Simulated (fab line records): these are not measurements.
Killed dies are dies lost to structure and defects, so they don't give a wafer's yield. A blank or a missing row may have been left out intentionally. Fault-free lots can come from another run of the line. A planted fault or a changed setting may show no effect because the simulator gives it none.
Chamber matching	flow sky130	SKY_VIA3_CMP_24 on cmp-01 has 4 sister chambers
The step polishes, stops on SiO2, t overpolish 20 s, target thk 0 nm. 4 wafers are shown with their chamber, then 7 later ones without.

== EACH WAFER AND ITS CHAMBER ==
wafer	chamber	motor current A (A)
L975.3	0	9.0
L981.5	2	10.8
L983.1	1	11.4
L983.2	3	11.9

== WAFERS WHOSE CHAMBER IS MISSING ==
wafer	motor current A (A)
L983.4	12.1
L985.2	11.3
L985.3	12.4
L985.5	11.6
L991.2	11.8
L991.4	11.5
L991.6	11.4

== WHICH CHAMBER EACH ONE RAN IN ==
wafer	from the rows above	in truth
L983.4	3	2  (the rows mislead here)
L985.2	can't be placed: 1 or 2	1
L985.3	3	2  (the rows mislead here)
L985.5	can't be placed: 1 or 3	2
L991.2	can't be placed: 3 or 1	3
L991.4	can't be placed: 1 or 3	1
L991.6	1	1
Correct placement for 1 of the 7. Unplaceable from these rows: 4, with the true chamber sitting among the candidates in 3. Wrongly placed: 2.
How it was worked out, from the rows above alone: a wafer's distance from a chamber is the root of the sum, over the readings, of the square of ((its reading less the chamber's mean) divided by the reading's scatter). If the next closest chamber is less than 2 further off than the closest, the wafer can't be placed; otherwise it belongs to the closest. For every chamber, the mean is computed from those of its wafers that are shown. The scatter (one wafer shown for each chamber): square how far every hidden wafer sits from the nearest shown wafer, average those squares and take the square root.
